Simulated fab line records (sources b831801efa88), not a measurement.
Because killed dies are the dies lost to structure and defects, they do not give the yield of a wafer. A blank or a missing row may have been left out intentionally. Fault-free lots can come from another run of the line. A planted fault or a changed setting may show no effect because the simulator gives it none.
Check for tools in common / flow gf180mcu / 12 lots and 36 wafers in the sample

THE REASON FOR OPENING IT
2 of 12 lots carry a flag on the reading VT_IMPLANT_3_TW at GF_VT_IMPLANT_TW_MEAS_32. No-fault wafers: 269.1, standard deviation 1.3.
Rule: a lot is flagged when every wafer of it that has a number lies more than 4 standard deviations from that mean, or none has a number. As for the other lots, they are considered sound.

lot=L995; measured=day 7 04:44; on=filmMetro-01; VT_IMPLANT_3_TW, wafer by wafer=269.2 268.3 270.5; flag=
lot=L996; measured=day 7 08:35; on=filmMetro-01; VT_IMPLANT_3_TW, wafer by wafer=271.0 269.3 269.5; flag=
lot=L997; measured=day 7 18:22; on=filmMetro-03; VT_IMPLANT_3_TW, wafer by wafer=269.6 269.2 270.6; flag=
lot=L998; measured=day 7 22:22; on=filmMetro-01; VT_IMPLANT_3_TW, wafer by wafer=269.4 270.6 269.9; flag=
lot=L999; measured=day 8 12:01; on=filmMetro-02; VT_IMPLANT_3_TW, wafer by wafer=269.3 269.0 269.2; flag=
lot=L100; measured=day 8 15:02; on=filmMetro-03; VT_IMPLANT_3_TW, wafer by wafer=270.7 270.5 270.8; flag=
lot=L103; measured=day 9 13:05; on=filmMetro-01; VT_IMPLANT_3_TW, wafer by wafer=269.7 269.9 269.3; flag=
lot=L105; measured=day 10 01:41; on=filmMetro-03; VT_IMPLANT_3_TW, wafer by wafer=269.2 269.5 269.2; flag=
lot=L110; measured=day 11 07:29; on=filmMetro-02; VT_IMPLANT_3_TW, wafer by wafer=234.6 235.5 235.4; flag=FLAGGED
lot=L111; measured=day 11 12:49; on=filmMetro-03; VT_IMPLANT_3_TW, wafer by wafer=236.0 236.6 236.4; flag=FLAGGED
lot=L116; measured=day 13 00:40; on=filmMetro-01; VT_IMPLANT_3_TW, wafer by wafer=271.9 271.1 271.7; flag=
lot=L117; measured=day 13 05:16; on=filmMetro-02; VT_IMPLANT_3_TW, wafer by wafer=270.5 270.6 269.3; flag=
The numbers of the flagged lots are 235.8 on average: -33.4 against the usual, or -26 standard deviations.

WHICH TOOL RAN EACH LOT
Before the reading, the record contains 2 process steps out of a 602-step route. Read each cell as the tool, then ch plus the chambers that the sampled wafers visited, then the start.
lot=L995; flag=; GF_DNWELL_STRIP_08=plasmaAsher-04 ch 0,1, day 3 00:28; GF_VT_IMPLANT_IMPLANT_30=implanter-03 ch 0, day 7 04:29
lot=L996; flag=; GF_DNWELL_STRIP_08=plasmaAsher-01 ch 0,1, day 3 03:42; GF_VT_IMPLANT_IMPLANT_30=implanter-03 ch 0, day 7 08:20
lot=L997; flag=; GF_DNWELL_STRIP_08=plasmaAsher-04 ch 0,1, day 3 10:18; GF_VT_IMPLANT_IMPLANT_30=implanter-02 ch 0, day 7 18:07
lot=L998; flag=; GF_DNWELL_STRIP_08=plasmaAsher-03 ch 0,1, day 3 14:53; GF_VT_IMPLANT_IMPLANT_30=implanter-03 ch 0, day 7 22:07
lot=L999; flag=; GF_DNWELL_STRIP_08=plasmaAsher-03 ch 0,1, day 4 00:01; GF_VT_IMPLANT_IMPLANT_30=implanter-02 ch 0, day 8 11:46
lot=L100; flag=; GF_DNWELL_STRIP_08=plasmaAsher-03 ch 0,1, day 4 03:16; GF_VT_IMPLANT_IMPLANT_30=implanter-03 ch 0, day 8 14:49
lot=L103; flag=; GF_DNWELL_STRIP_08=plasmaAsher-01 ch 0, day 4 20:24; GF_VT_IMPLANT_IMPLANT_30=implanter-04 ch 0, day 9 12:51
lot=L105; flag=; GF_DNWELL_STRIP_08=plasmaAsher-03 ch 0,1, day 5 06:26; GF_VT_IMPLANT_IMPLANT_30=implanter-03 ch 0, day 10 01:26
lot=L110; flag=FLAGGED; GF_DNWELL_STRIP_08=plasmaAsher-04 ch 0,1, day 6 08:43; GF_VT_IMPLANT_IMPLANT_30=implanter-02 ch 0, day 11 07:16
lot=L111; flag=FLAGGED; GF_DNWELL_STRIP_08=plasmaAsher-01 ch 0,1, day 6 12:47; GF_VT_IMPLANT_IMPLANT_30=implanter-02 ch 0, day 11 12:34
lot=L116; flag=; GF_DNWELL_STRIP_08=plasmaAsher-01 ch 0,1, day 7 17:33; GF_VT_IMPLANT_IMPLANT_30=implanter-04 ch 0, day 13 00:25
lot=L117; flag=; GF_DNWELL_STRIP_08=plasmaAsher-03 ch 0,1, day 7 21:44; GF_VT_IMPLANT_IMPLANT_30=implanter-04 ch 0, day 13 05:01
What the steps here do:
- GF_DNWELL_STRIP_08: strips in O2/N2.
- GF_VT_IMPLANT_IMPLANT_30
- GF_VT_IMPLANT_TW_MEAS_32

FLAGGED OVER TOTAL, TOOL BY TOOL (the gauges that took the reading come last)
step=GF_DNWELL_STRIP_08; tool=plasmaAsher-01; lots run=4; flagged=1; share of the flagged lots=some; sound lots run after its first flagged lot=1 (L116)
step=GF_DNWELL_STRIP_08; tool=plasmaAsher-03; lots run=5; flagged=0; share of the flagged lots=none; sound lots run after its first flagged lot=-
step=GF_DNWELL_STRIP_08; tool=plasmaAsher-04; lots run=3; flagged=1; share of the flagged lots=some; sound lots run after its first flagged lot=0
step=GF_VT_IMPLANT_IMPLANT_30; tool=implanter-02; lots run=4; flagged=2; share of the flagged lots=all; sound lots run after its first flagged lot=0
step=GF_VT_IMPLANT_IMPLANT_30; tool=implanter-03; lots run=5; flagged=0; share of the flagged lots=none; sound lots run after its first flagged lot=-
step=GF_VT_IMPLANT_IMPLANT_30; tool=implanter-04; lots run=3; flagged=0; share of the flagged lots=none; sound lots run after its first flagged lot=-
step=GF_VT_IMPLANT_TW_MEAS_32; tool=filmMetro-01; lots run=5; flagged=0; share of the flagged lots=none; sound lots run after its first flagged lot=-
step=GF_VT_IMPLANT_TW_MEAS_32; tool=filmMetro-02; lots run=3; flagged=1; share of the flagged lots=some; sound lots run after its first flagged lot=1 (L117)
step=GF_VT_IMPLANT_TW_MEAS_32; tool=filmMetro-03; lots run=4; flagged=1; share of the flagged lots=some; sound lots run after its first flagged lot=0

WHAT THE TABLE PERMITS
All flagged lots share 1 row of the table, namely implanter-02 at GF_VT_IMPLANT_IMPLANT_30.
- implanter-02 at GF_VT_IMPLANT_IMPLANT_30 ran 4 lots, 2 of them flagged. It ran its last sound lot, L999, at day 8 11:46 and its first flagged lot, L110, at day 11 07:16: a fault with its onset between the two fits. Its own readings (doseIonsCm2, faradayCurrentUA) fall more than 4 standard deviations out on all wafers of the flagged lots.
One tool is left: implanter-02 at GF_VT_IMPLANT_IMPLANT_30.

WHAT THE SIMULATOR HAD PUT IN
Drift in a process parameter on implanter-02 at GF_VT_IMPLANT_IMPLANT_30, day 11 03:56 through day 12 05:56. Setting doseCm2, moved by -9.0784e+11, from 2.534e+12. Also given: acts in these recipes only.
Lots struck among those shown: L110, L111. The rule above reached the same finding.
